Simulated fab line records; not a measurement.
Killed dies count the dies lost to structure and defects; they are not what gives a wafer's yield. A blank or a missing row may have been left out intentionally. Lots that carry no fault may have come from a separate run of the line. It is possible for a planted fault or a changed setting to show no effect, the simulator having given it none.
fab line records ; flow sky130 ; part 1 of 2: steps 1 to 27 of 38
record lots=5; wafers=15; last-day=50
route steps=708 shown SONOS_TUNNEL@165 SONOS_ONO@168 GATE_OXIDE@187
lots with no fault: from the same line, run without faults
start-h: the number of hours between the record's first day and the start of the first shown wafer of the lot ; wait-h: hours from the lot's prior step to this one ; " same as the row above ; L1.1+2: one row covering several wafers at once ; - either no value or no given start ; * or withheld: withheld ; < > ~ a bound
route shown NAME@n: names a module that has steps shown in the file, with the first one's number in the route ; usual: average and standard deviation across the fault-free wafers ; same: alike in all rows ; chamber/n: place in a boat ; sites: the reading at each site ; _std_site: their standard deviation ; _edge_site: inner sites' mean taken away from outer sites' mean ; radius-mm: for every site, how far away it sits from the centre of the wafer ; mask NAME#n: copy n ; behind: the most recent tool/chamber to have shaped the wafer ; hold: the reason the lot was held/the length of the hold in hours/how it ended ; device: whichever transistor did not switch (one of n, p or np) ; end of line: tests run on the same wafers once the route is complete ; a step given without rows: its recipe and nothing more ; killed: not the wafer's yield, but the dies lost to structure and defects at the first sort ; map: dies across one wafer; x = killed, . = not, _ = none there
set.NAME: setting as actually run; set.NAME@STEP: the setting as run at that earlier step ; model.NAME: the simulator's own value behind a step, which no gauge read
lots at selected steps of the route; one table per step, one row per wafer
services: when a tool's chamber went out of use (start-h, in hours from the record's first day, below 0 if earlier), for how many hours, and the reason
## steps
# step SKY_SONOS_TUNNEL_STRIP_11
# recipe chemistry=SPM; time-s=600; temp-c=130
lot.wafer;tool;chamber;start-h;wait-h
L077.1+3+4;wet-bench-01;2;269.66;0.0
L080.1+2+6;wet-bench-02;2;294.31;0.0
L085.2+4+5;wet-bench-03;3;336.41;0.0
L090.1+2+6;wet-bench-01;1;375.41;0.0
L096.3+4+5;wet-bench-01;2;449.50;0.0
# step SKY_SONOS_TUNNEL_TW_MEAS_12
# usual SONOS_TUNNEL_TW=200.2/2.2
lot.wafer;tool;chamber;start-h;wait-h;SONOS_TUNNEL_TW
L077.1;film-metro-01;-;269.83;0.0;202.3
L077.3;film-metro-01;-;269.83;0.0;203.1
L077.4;film-metro-01;-;269.83;0.0;203.2
L080.1;film-metro-03;-;294.48;0.0;194.7
L080.2;film-metro-03;-;294.48;0.0;197.6
L080.6;film-metro-03;-;294.48;0.0;196.6
L085.2;film-metro-02;-;336.59;0.0;199.6
L085.4;film-metro-02;-;336.59;0.0;200.1
L085.5;film-metro-02;-;336.59;0.0;199.4
L090.1;film-metro-03;-;375.59;0.0;196.1
L090.2;film-metro-03;-;375.59;0.0;196.4
L090.6;film-metro-03;-;375.59;0.0;194.7
L096.3;film-metro-03;-;449.70;0.0;195.9
L096.4;film-metro-03;-;449.70;0.0;197.0
L096.5;film-metro-03;-;449.70;0.0;196.5
# step SKY_SONOS_TUNNEL_CLEAN_13
# recipe chemistry=dHF; time-s=20; dilution=100:1; dry=ipa-marangoni
lot.wafer;tool;chamber;start-h;wait-h
L077.1+3+4;wet-bench-03;0;269.89;0.1
L080.1+2+6;wet-bench-03;1;294.54;0.1
L085.2+4+5;wet-bench-03;2;336.64;0.0
L090.1+2+6;wet-bench-02;3;375.65;0.1
L096.3+4+5;wet-bench-03;0;449.74;0.0
# step SKY_SONOS_ONO_OXIDATION_00
# recipe temp-c=800; ambient=O2; idle-temp-c=700; ramp-up-c-per-min=10; ramp-down-c-per-min=3; stabilise-s=600; purge-s=300; target-thk-a=26; ox-time-s=1249
# usual zone-power-top-pct=28.8/1.2
lot.wafer;tool;chamber;start-h;wait-h;zone-power-top-pct
L077.1;furnace-01;0;272.46;2.6;30.0
L077.3;furnace-01;0;272.46;2.6;29.4
L077.4;furnace-01;0;272.46;2.6;29.8
L080.1;furnace-02;0;294.89;0.3;27.5
L080.2;furnace-02;0;294.89;0.3;27.1
L080.6;furnace-02;0;294.89;0.3;27.5
L085.2;furnace-01;0;336.65;0.0;30.1
L085.4;furnace-01;0;336.65;0.0;30.0
L085.5;furnace-01;0;336.65;0.0;29.8
L090.1;furnace-02;0;378.73;3.1;27.4
L090.2;furnace-02;0;378.73;3.1;27.6
L090.6;furnace-02;0;378.73;3.1;27.6
L096.3;furnace-01;0;449.77;0.0;29.9
L096.4;furnace-01;0;449.77;0.0;29.6
L096.5;furnace-01;0;449.77;0.0;30.1
# step SKY_SONOS_ONO_THK_MEAS_01
# recipe reads=SiO2_of_SONOS_ONO_OXIDATION_00
# usual SONOS_ONO_OXIDATION_THK=2.61/0.067
lot.wafer;tool;chamber;start-h;wait-h;SONOS_ONO_OXIDATION_THK[nm]
L077.1;film-metro-04;-;273.81;0.0;2.62
L077.3;film-metro-04;-;273.81;0.0;2.66
L077.4;film-metro-04;-;273.81;0.0;2.68
L080.1;film-metro-02;-;296.24;0.0;2.71
L080.2;film-metro-02;-;296.24;0.0;2.68
L080.6;film-metro-02;-;296.24;0.0;2.67
L085.2;film-metro-02;-;338.01;0.0;2.53
L085.4;film-metro-02;-;338.01;0.0;2.58
L085.5;film-metro-02;-;338.01;0.0;2.57
L090.1;film-metro-02;-;380.08;0.0;2.56
L090.2;film-metro-02;-;380.08;0.0;2.60
L090.6;film-metro-02;-;380.08;0.0;2.56
L096.3;film-metro-03;-;451.16;0.0;2.55
L096.4;film-metro-03;-;451.16;0.0;2.64
L096.5;film-metro-03;-;451.16;0.0;2.61
# step SKY_SONOS_ONO_CVD_02
# recipe material=Si3N4; precursor=DCS/NH3; target-thk-nm=10.5; temp-c=770; time-s=180; pressure-mtorr=250
# usual zone-power-top-pct=26.6/0.34
lot.wafer;tool;chamber;start-h;wait-h;zone-power-top-pct
L077.1;lpcvd-02;0;274.79;1.0;26.4
L077.3;lpcvd-02;0;274.79;1.0;26.0
L077.4;lpcvd-02;0;274.79;1.0;26.5
L080.1;lpcvd-02;0;296.42;0.2;26.8
L080.2;lpcvd-02;0;296.42;0.2;26.6
L080.6;lpcvd-02;0;296.42;0.2;26.7
L085.2;lpcvd-02;0;338.77;0.7;26.0
L085.4;lpcvd-02;0;338.77;0.7;26.2
L085.5;lpcvd-02;0;338.77;0.7;26.9
L090.1;lpcvd-02;1;382.31;2.2;26.5
L090.2;lpcvd-02;1;382.31;2.2;27.1
L090.6;lpcvd-02;1;382.31;2.2;26.8
L096.3;lpcvd-02;1;452.23;1.1;26.7
L096.4;lpcvd-02;1;452.23;1.1;26.6
L096.5;lpcvd-02;1;452.23;1.1;26.4
# step SKY_SONOS_ONO_THK_MEAS_03
# recipe reads=Si3N4_of_SONOS_ONO_CVD_02
# usual SONOS_ONO_CVD_02_THK=10.50/0.16
lot.wafer;tool;chamber;start-h;wait-h;SONOS_ONO_CVD_02_THK[nm]
L077.1;film-metro-03;-;275.84;0.0;10.41
L077.3;film-metro-03;-;275.84;0.0;10.35
L077.4;film-metro-03;-;275.84;0.0;10.50
L080.1;film-metro-02;-;297.54;0.1;10.55
L080.2;film-metro-02;-;297.54;0.1;10.43
L080.6;film-metro-02;-;297.54;0.1;10.46
L085.2;film-metro-03;-;340.35;0.0;10.50
L085.4;film-metro-03;-;340.35;0.0;10.42
L085.5;film-metro-03;-;340.35;0.0;10.43
L090.1;film-metro-04;-;383.36;0.0;10.36
L090.2;film-metro-04;-;383.36;0.0;10.35
L090.6;film-metro-04;-;383.36;0.0;10.45
L096.3;film-metro-02;-;453.30;0.0;10.67
L096.4;film-metro-02;-;453.30;0.0;10.57
L096.5;film-metro-02;-;453.30;0.0;10.55
# step SKY_SONOS_ONO_CVD_04
# recipe material=SiO2; precursor=SiH4/N2O; target-thk-nm=5.7199; temp-c=900; pressure-mtorr=400
# usual zone-power-top-pct=37/4.1
lot.wafer;tool;chamber;start-h;wait-h;zone-power-top-pct
L077.1;lpcvd-03;0;275.90;0.1;42
L077.3;lpcvd-03;0;275.90;0.1;41
L077.4;lpcvd-03;0;275.90;0.1;41
L080.1;lpcvd-03;1;297.60;0.1;33
L080.2;lpcvd-03;1;297.60;0.1;34
L080.6;lpcvd-03;1;297.60;0.1;34
L085.2;lpcvd-03;0;340.40;0.0;41
L085.4;lpcvd-03;0;340.40;0.0;41
L085.5;lpcvd-03;0;340.40;0.0;41
L090.1;lpcvd-03;1;383.42;0.1;33
L090.2;lpcvd-03;1;383.42;0.1;33
L090.6;lpcvd-03;1;383.42;0.1;33
L096.3;lpcvd-03;1;453.54;0.2;33
L096.4;lpcvd-03;1;453.54;0.2;33
L096.5;lpcvd-03;1;453.54;0.2;33
# step SKY_SONOS_ONO_THK_MEAS_05
# recipe reads=SiO2_of_SONOS_ONO_CVD_04
# usual SONOS_ONO_CVD_04_THK=5.70/0.097
lot.wafer;tool;chamber;start-h;wait-h;SONOS_ONO_CVD_04_THK[nm]
L077.1;film-metro-02;-;277.15;0.0;5.57
L077.3;film-metro-02;-;277.15;0.0;5.67
L077.4;film-metro-02;-;277.15;0.0;5.64
L080.1;film-metro-02;-;298.85;0.0;5.70
L080.2;film-metro-02;-;298.85;0.0;5.71
L080.6;film-metro-02;-;298.85;0.0;5.75
L085.2;film-metro-03;-;341.66;0.0;5.76
L085.4;film-metro-03;-;341.66;0.0;5.67
L085.5;film-metro-03;-;341.66;0.0;5.73
L090.1;film-metro-02;-;384.67;0.0;5.85
L090.2;film-metro-02;-;384.67;0.0;5.88
L090.6;film-metro-02;-;384.67;0.0;5.91
L096.3;film-metro-03;-;454.81;0.0;5.77
L096.4;film-metro-03;-;454.81;0.0;5.81
L096.5;film-metro-03;-;454.81;0.0;5.71
# step SKY_SONOS_ONO_DEHYDRATE_06
# recipe temp-c=200; time-s=60
# usual exhaust-pa=45.1/0.8
lot.wafer;tool;chamber;start-h;wait-h;exhaust-pa
L077.1;litho-track-02;0;288.85;11.7;43.3
L077.3;litho-track-02;0;288.85;11.7;45.1
L077.4;litho-track-02;0;288.85;11.7;43.9
L080.1;litho-track-01;0;311.26;12.4;45.5
L080.2;litho-track-01;0;311.26;12.4;45.4
L080.6;litho-track-01;0;311.26;12.4;45.3
L085.2;litho-track-02;0;354.43;12.8;44.9
L085.4;litho-track-02;0;354.43;12.8;43.6
L085.5;litho-track-02;0;354.43;12.8;44.9
L090.1;litho-track-02;0;398.05;13.4;44.3
L090.2;litho-track-02;0;398.05;13.4;44.6
L090.6;litho-track-02;0;398.05;13.4;44.9
L096.3;litho-track-03;0;469.63;14.8;44.8
L096.4;litho-track-03;0;469.63;14.8;44.6
L096.5;litho-track-03;0;469.63;14.8;45.9
# step SKY_SONOS_ONO_HMDS_07
# recipe prime-time-s=60; prime-temp-c=120
# usual exhaust-pa=45.1/0.86
lot.wafer;tool;chamber;start-h;wait-h;exhaust-pa
L077.1;litho-track-02;0;289.00;0.1;44.2
L077.3;litho-track-02;0;289.00;0.1;45.0
L077.4;litho-track-02;0;289.00;0.1;44.6
L080.1;litho-track-01;0;311.41;0.1;44.8
L080.2;litho-track-01;0;311.41;0.1;46.0
L080.6;litho-track-01;0;311.41;0.1;46.5
L085.2;litho-track-02;0;354.58;0.1;45.9
L085.4;litho-track-02;0;354.58;0.1;44.5
L085.5;litho-track-02;0;354.58;0.1;45.4
L090.1;litho-track-02;0;398.20;0.1;44.3
L090.2;litho-track-02;0;398.20;0.1;46.6
L090.6;litho-track-02;0;398.20;0.1;45.6
L096.3;litho-track-03;0;469.78;0.1;45.4
L096.4;litho-track-03;0;469.78;0.1;45.4
L096.5;litho-track-03;0;469.78;0.1;45.4
# step SKY_SONOS_ONO_COAT_08
# recipe resist=NOVOLAK; spin-rpm=3000; resist-thk-nm=1140
# usual exhaust-pa=45.0/0.92
lot.wafer;tool;chamber;start-h;wait-h;exhaust-pa
L077.1;litho-track-02;0;289.15;0.1;45.5
L077.3;litho-track-02;0;289.15;0.1;45.7
L077.4;litho-track-02;0;289.15;0.1;45.2
L080.1;litho-track-01;0;311.56;0.1;45.3
L080.2;litho-track-01;0;311.56;0.1;44.9
L080.6;litho-track-01;0;311.56;0.1;45.4
L085.2;litho-track-02;0;354.73;0.1;44.2
L085.4;litho-track-02;0;354.73;0.1;44.3
L085.5;litho-track-02;0;354.73;0.1;45.8
L090.1;litho-track-02;0;398.35;0.1;44.1
L090.2;litho-track-02;0;398.35;0.1;44.9
L090.6;litho-track-02;0;398.35;0.1;45.8
L096.3;litho-track-03;0;469.93;0.1;45.1
L096.4;litho-track-03;0;469.93;0.1;44.9
L096.5;litho-track-03;0;469.93;0.1;45.6
# step SKY_SONOS_ONO_SOFTBAKE_09
# recipe temp-c=90; time-s=60; resist=NOVOLAK
# usual exhaust-pa=44.9/0.85
lot.wafer;tool;chamber;start-h;wait-h;exhaust-pa
L077.1;litho-track-02;0;289.30;0.1;44.3
L077.3;litho-track-02;0;289.30;0.1;44.7
L077.4;litho-track-02;0;289.30;0.1;44.9
L080.1;litho-track-01;0;311.71;0.1;44.3
L080.2;litho-track-01;0;311.71;0.1;44.8
L080.6;litho-track-01;0;311.71;0.1;44.8
L085.2;litho-track-02;0;354.88;0.1;44.2
L085.4;litho-track-02;0;354.88;0.1;44.9
L085.5;litho-track-02;0;354.88;0.1;44.4
L090.1;litho-track-02;0;398.50;0.1;43.5
L090.2;litho-track-02;0;398.50;0.1;44.0
L090.6;litho-track-02;0;398.50;0.1;45.1
L096.3;litho-track-03;0;470.08;0.1;44.5
L096.4;litho-track-03;0;470.08;0.1;43.3
L096.5;litho-track-03;0;470.08;0.1;44.5
# step SKY_SONOS_ONO_EXPOSE_10
# recipe mask-id=ONOM; target-cd-nm=410; na=0.6; source-shape=conventional; sigma-outer=0.6; dose-mj=150
# usual reticle-temp-C=23.02/0.12
lot.wafer;tool;chamber;start-h;wait-h;mask;reticle-temp-C
L077.1;iline-stepper-02;0;-;-;ONOM#0;23.14
L077.3;iline-stepper-02;0;-;-;ONOM#0;23.07
L077.4;iline-stepper-02;0;-;-;ONOM#0;22.92
L080.1;iline-stepper-01;0;-;-;ONOM#0;23.15
L080.2;iline-stepper-01;0;-;-;ONOM#0;23.28
L080.6;iline-stepper-01;0;-;-;ONOM#0;23.00
L085.2;iline-stepper-01;0;-;-;ONOM#0;23.13
L085.4;iline-stepper-01;0;-;-;ONOM#0;23.01
L085.5;iline-stepper-01;0;-;-;ONOM#0;23.15
L090.1;iline-stepper-02;0;-;-;ONOM#0;23.04
L090.2;iline-stepper-02;0;-;-;ONOM#0;23.07
L090.6;iline-stepper-02;0;-;-;ONOM#0;23.06
L096.3;iline-stepper-01;0;-;-;ONOM#0;22.98
L096.4;iline-stepper-01;0;-;-;ONOM#0;22.89
L096.5;iline-stepper-01;0;-;-;ONOM#0;23.04
# step SKY_SONOS_ONO_PEB_11
# recipe temp-c=withheld; time-s=*; resist=NOVOLAK
# usual exhaust-pa=45.2/0.76
lot.wafer;tool;chamber;start-h;wait-h;exhaust-pa
L077.1;litho-track-01;0;-;-;44.9
L077.3;litho-track-01;0;-;-;45.0
L077.4;litho-track-01;0;-;-;43.9
L080.1;litho-track-03;0;-;-;44.4
L080.2;litho-track-03;0;-;-;45.0
L080.6;litho-track-03;0;-;-;46.9
L085.2;litho-track-02;0;-;-;44.9
L085.4;litho-track-02;0;-;-;45.3
L085.5;litho-track-02;0;-;-;44.5
L090.1;litho-track-02;0;-;-;45.3
L090.2;litho-track-02;0;-;-;45.7
L090.6;litho-track-02;0;-;-;45.4
L096.3;litho-track-03;0;-;-;45.3
L096.4;litho-track-03;0;-;-;45.1
L096.5;litho-track-03;0;-;-;44.1
# step SKY_SONOS_ONO_DEVELOP_12
# recipe develop-time-s=60; dev-temp-c=23
# usual developer-temp-C=22.97/0.11; exhaust-pa=44.9/0.97
lot.wafer;tool;chamber;start-h;wait-h;developer-temp-C;exhaust-pa
L077.1;litho-track-01;0;301.26;0.1;23.01;45.9
L077.3;litho-track-01;0;301.26;0.1;22.99;45.3
L077.4;litho-track-01;0;301.26;0.1;23.05;44.3
L080.1;litho-track-03;0;324.08;0.1;23.07;44.0
L080.2;litho-track-03;0;324.08;0.1;22.92;45.7
L080.6;litho-track-03;0;324.08;0.1;22.88;45.2
L085.2;litho-track-02;0;368.23;0.1;22.94;44.1
L085.4;litho-track-02;0;368.23;0.1;22.90;45.1
L085.5;litho-track-02;0;368.23;0.1;23.10;45.6
L090.1;litho-track-02;0;413.65;0.1;23.20;44.3
L090.2;litho-track-02;0;413.65;0.1;23.05;43.2
L090.6;litho-track-02;0;413.65;0.1;23.10;43.6
L096.3;litho-track-03;0;485.33;0.1;22.91;43.3
L096.4;litho-track-03;0;485.33;0.1;22.86;45.4
L096.5;litho-track-03;0;485.33;0.1;22.91;45.1
# step SKY_SONOS_ONO_CD_MEAS_13
# recipe target-cd-nm=410
# usual cd-nm=410.2/2.7
lot.wafer;tool;chamber;start-h;wait-h;cd-nm
L077.1;cd-sem-01;-;301.41;0.1;408.0
L077.3;cd-sem-01;-;301.41;0.1;409.3
L077.4;cd-sem-01;-;301.41;0.1;407.6
L080.1;cd-sem-02;-;324.23;0.1;405.6
L080.2;cd-sem-02;-;324.23;0.1;407.0
L080.6;cd-sem-02;-;324.23;0.1;407.3
L085.2;cd-sem-01;-;368.37;0.1;411.8
L085.4;cd-sem-01;-;368.37;0.1;410.4
L085.5;cd-sem-01;-;368.37;0.1;410.2
L090.1;cd-sem-01;-;413.80;0.1;406.5
L090.2;cd-sem-01;-;413.80;0.1;410.3
L090.6;cd-sem-01;-;413.80;0.1;408.8
L096.3;cd-sem-01;-;485.47;0.1;408.6
L096.4;cd-sem-01;-;485.47;0.1;406.6
L096.5;cd-sem-01;-;485.47;0.1;409.6
# step SKY_SONOS_ONO_OVL_MEAS_14
# usual SONOS_ONO_OVL=-0.9/1.4
lot.wafer;tool;chamber;start-h;wait-h;SONOS_ONO_OVL[nm]
L077.1;overlay-01;-;301.53;0.1;-0.8
L077.3;overlay-01;-;301.53;0.1;-0.3
L077.4;overlay-01;-;301.53;0.1;0.5
L080.1;overlay-01;-;324.35;0.1;-3.0
L080.2;overlay-01;-;324.35;0.1;-3.3
L080.6;overlay-01;-;324.35;0.1;-2.1
L085.2;overlay-02;-;368.48;0.1;0.2
L085.4;overlay-02;-;368.48;0.1;0.7
L085.5;overlay-02;-;368.48;0.1;0.5
L090.1;overlay-02;-;413.92;0.1;0.7
L090.2;overlay-02;-;413.92;0.1;1.3
L090.6;overlay-02;-;413.92;0.1;0.9
L096.3;overlay-02;-;485.56;0.1;-1.1
L096.4;overlay-02;-;485.56;0.1;1.0
L096.5;overlay-02;-;485.56;0.1;-0.7
# step SKY_SONOS_ONO_ETCH_15
# recipe target-depth-nm=19.52; chemistry=CHF3/O2; source-w=600; bias-w=200; pressure-mtorr=40; chf3-flow-sccm=50; O2_flow_sccm=5; time-s=7.8
# usual drypump-motor-current-A=5.9/0.53; oes-product-au=1.003/0.012; throttle-valve-pct=8.825/0.0091
lot.wafer;tool;chamber;start-h;wait-h;drypump-motor-current-A;oes-product-au;rf-hours-counter-h;throttle-valve-pct
L077.1;rie-diel-01;0;301.56;0.0;5.5;0.997;92;8.810
L077.3;rie-diel-01;1;301.56;0.0;6.0;1.012;64;8.838
L077.4;rie-diel-01;3;301.56;0.0;4.7;1.003;3;8.823
L080.1;rie-diel-03;0;324.38;0.0;6.2;0.980;11;8.818
L080.2;rie-diel-03;2;324.38;0.0;5.9;1.001;21;8.823
L080.6;rie-diel-03;3;324.38;0.0;5.4;1.004;-;8.824
L085.2;rie-diel-01;1;368.51;0.0;6.0;1.020;65;8.809
L085.4;rie-diel-01;3;368.51;0.0;4.7;1.003;5;8.836
L085.5;rie-diel-01;2;368.51;0.0;6.2;0.981;-;8.831
L090.1;rie-diel-03;0;413.96;0.0;6.2;0.995;12;8.831
L090.2;rie-diel-03;2;413.96;0.0;5.9;0.985;22;8.823
L090.6;rie-diel-03;0;413.96;0.0;6.2;1.000;-;8.813
L096.3;rie-diel-01;2;485.58;0.0;6.2;0.993;2;8.818
L096.4;rie-diel-01;3;485.58;0.0;4.7;1.005;-;8.833
L096.5;rie-diel-01;1;485.58;0.0;6.0;1.019;-;8.827
# step SKY_SONOS_ONO_WET_ETCH_16
# recipe chemistry=dHF; target-depth-nm=14; dry=n2-spin; target=SiO2; dilution=100:1; temp-c=25; time-s=280
lot.wafer;tool;chamber;start-h;wait-h
L077.1+3+4;wet-bench-04;0;301.58;0.0
L080.1+2+6;wet-bench-01;0;324.41;0.0
L085.2+4+5;wet-bench-04;0;368.53;0.0
L090.1+2+6;wet-bench-02;3;413.98;0.0
L096.3+4+5;wet-bench-04;3;485.61;0.0
# step SKY_SONOS_ONO_STRIP_17
# recipe chemistry=O2/N2; power-w=1400; pressure-mtorr=1500; platen-temp-c=withheld; o2-flow-sccm=3000; n2-flow-sccm=300; overash-fraction=0.5
# usual drypump-motor-current-A=5.69/0.26; oes-product-au=0.710/0.0047; strip-time-to-endpoint-s=14.09/0.037
lot.wafer;tool;chamber;start-h;wait-h;drypump-motor-current-A;oes-product-au;rf-hours-counter-h;strip-time-to-endpoint-s
L077.1;plasma-asher-04;1;301.67;0.0;5.93;0.710;61;14.12
L077.3;plasma-asher-04;0;301.67;0.0;5.50;0.708;-;14.09
L077.4;plasma-asher-04;1;301.67;0.0;5.94;0.707;-;14.10
L080.1;plasma-asher-03;0;324.50;0.0;6.07;0.703;62;14.05
L080.2;plasma-asher-03;1;324.50;0.0;5.75;0.703;62;14.09
L080.6;plasma-asher-03;1;324.50;0.0;5.71;0.706;-;14.12
L085.2;plasma-asher-04;0;368.62;0.0;5.51;0.707;67;14.06
L085.4;plasma-asher-04;0;368.62;0.0;5.48;0.709;-;14.03
L085.5;plasma-asher-04;0;368.62;0.0;5.50;0.710;-;14.11
L090.1;plasma-asher-03;0;414.07;0.0;6.06;0.715;71;14.04
L090.2;plasma-asher-03;1;414.07;0.0;5.70;0.714;71;14.15
L090.6;plasma-asher-03;1;414.07;0.0;5.74;0.707;-;14.04
L096.3;plasma-asher-01;1;485.72;0.0;5.30;0.709;-;14.11
L096.4;plasma-asher-01;0;485.72;0.0;5.76;0.708;-;14.12
L096.5;plasma-asher-01;1;485.72;0.0;5.30;0.707;-;14.13
# step SKY_SONOS_ONO_WET_ETCH_18
# recipe chemistry=H3PO4; target-depth-nm=15; target=Si3N4; temp-c=160; time-s=172
lot.wafer;tool;chamber;start-h;wait-h
L077.1+3+4;wet-bench-01;2;301.77;0.1
L080.1+2+6;wet-bench-01;1;324.60;0.1
L085.2+4+5;wet-bench-02;2;368.72;0.1
L090.1+2+6;wet-bench-01;1;414.17;0.1
L096.3+4+5;wet-bench-01;1;485.79;0.0
# step SKY_GATE_OXIDE_CLEAN_00
# recipe chemistry=SC1/SC2; mix=1:4:20; temp-c=70; time-s=150; dry=n2-spin
lot.wafer;tool;chamber;start-h;wait-h
L077.1+3+4;wet-bench-02;0;301.83;0.0
L080.1+2+6;wet-bench-04;1;324.66;0.0
L085.2+4+5;wet-bench-01;2;368.77;0.0
L090.1+2+6;wet-bench-04;0;414.23;0.0
L096.3+4+5;wet-bench-04;2;485.85;0.0
# step SKY_GATE_OXIDE_OXIDATION_01
# recipe temp-c=900; ambient=O2; stabilise-s=600; purge-s=300; target-thk-a=102.68; ox-time-s=1473
# usual zone-power-top-pct=34.5/1.5
lot.wafer;tool;chamber;start-h;wait-h;zone-power-top-pct
L077.1;furnace-02;0;301.96;0.0;32.9
L077.3;furnace-02;0;301.96;0.0;32.3
L077.4;furnace-02;0;301.96;0.0;32.5
L080.1;furnace-02;0;325.56;0.8;33.4
L080.2;furnace-02;0;325.56;0.8;32.5
L080.6;furnace-02;0;325.56;0.8;32.5
L085.2;furnace-02;0;374.65;5.8;33.6
L085.4;furnace-02;0;374.65;5.8;33.5
L085.5;furnace-02;0;374.65;5.8;33.1
L090.1;furnace-01;0;414.77;0.5;35.5
L090.2;furnace-01;0;414.77;0.5;35.7
L090.6;furnace-01;0;414.77;0.5;35.7
L096.3;furnace-01;0;486.76;0.9;35.3
L096.4;furnace-01;0;486.76;0.9;35.8
L096.5;furnace-01;0;486.76;0.9;35.7
# step SKY_GATE_OXIDE_THK_MEAS_02
# recipe reads=SiO2_of_GATE_OXIDE_OXIDATION_01
# usual GATE_OXIDE_OXIDATION_00_THK=10.24/0.22
lot.wafer;tool;chamber;start-h;wait-h;GATE_OXIDE_OXIDATION_00_THK[nm]
L077.1;film-metro-03;-;303.37;0.0;10.72
L077.3;film-metro-03;-;303.37;0.0;10.69
L077.4;film-metro-03;-;303.37;0.0;10.68
L080.1;film-metro-04;-;326.97;0.0;10.28
L080.2;film-metro-04;-;326.97;0.0;10.27
L080.6;film-metro-04;-;326.97;0.0;10.33
L085.2;film-metro-03;-;376.07;0.0;10.05
L085.4;film-metro-03;-;376.07;0.0;10.02
L085.5;film-metro-03;-;376.07;0.0;10.11
L090.1;film-metro-03;-;416.18;0.0;10.04
L090.2;film-metro-03;-;416.18;0.0;10.10
L090.6;film-metro-03;-;416.18;0.0;10.01
L096.3;film-metro-01;-;488.19;0.0;10.00
L096.4;film-metro-01;-;488.19;0.0;10.11
L096.5;film-metro-01;-;488.19;0.0;10.11
# step SKY_GATE_OXIDE_DEHYDRATE_03
# recipe temp-c=200; time-s=60
# usual exhaust-pa=45.0/1
lot.wafer;tool;chamber;start-h;wait-h;exhaust-pa
L077.1;litho-track-03;0;316.23;12.8;44.4
L077.3;litho-track-03;0;316.23;12.8;44.2
L077.4;litho-track-03;0;316.23;12.8;43.5
L080.1;litho-track-03;0;339.23;12.2;44.9
L080.2;litho-track-03;0;339.23;12.2;44.4
L080.6;litho-track-03;0;339.23;12.2;44.8
L085.2;litho-track-04;0;389.04;13.0;43.2
L085.4;litho-track-04;0;389.04;13.0;45.2
L085.5;litho-track-04;0;389.04;13.0;44.1
L090.1;litho-track-04;0;430.81;14.6;45.1
L090.2;litho-track-04;0;430.81;14.6;45.2
L090.6;litho-track-04;0;430.81;14.6;45.8
L096.3;litho-track-01;0;503.05;14.9;43.6
L096.4;litho-track-01;0;503.05;14.9;43.8
L096.5;litho-track-01;0;503.05;14.9;44.3
# step SKY_GATE_OXIDE_HMDS_04
# recipe prime-time-s=60; prime-temp-c=120
# usual exhaust-pa=45.3/0.92
lot.wafer;tool;chamber;start-h;wait-h;exhaust-pa
L077.1;litho-track-03;0;316.38;0.1;46.2
L077.3;litho-track-03;0;316.38;0.1;46.3
L077.4;litho-track-03;0;316.38;0.1;44.8
L080.1;litho-track-03;0;339.38;0.1;46.1
L080.2;litho-track-03;0;339.38;0.1;46.3
L080.6;litho-track-03;0;339.38;0.1;44.4
L085.2;litho-track-04;0;389.19;0.1;46.1
L085.4;litho-track-04;0;389.19;0.1;46.2
L085.5;litho-track-04;0;389.19;0.1;46.2
L090.1;litho-track-04;0;430.96;0.1;45.6
L090.2;litho-track-04;0;430.96;0.1;47.7
L090.6;litho-track-04;0;430.96;0.1;46.5
L096.3;litho-track-01;0;503.20;0.1;45.4
L096.4;litho-track-01;0;503.20;0.1;44.5
L096.5;litho-track-01;0;503.20;0.1;45.8
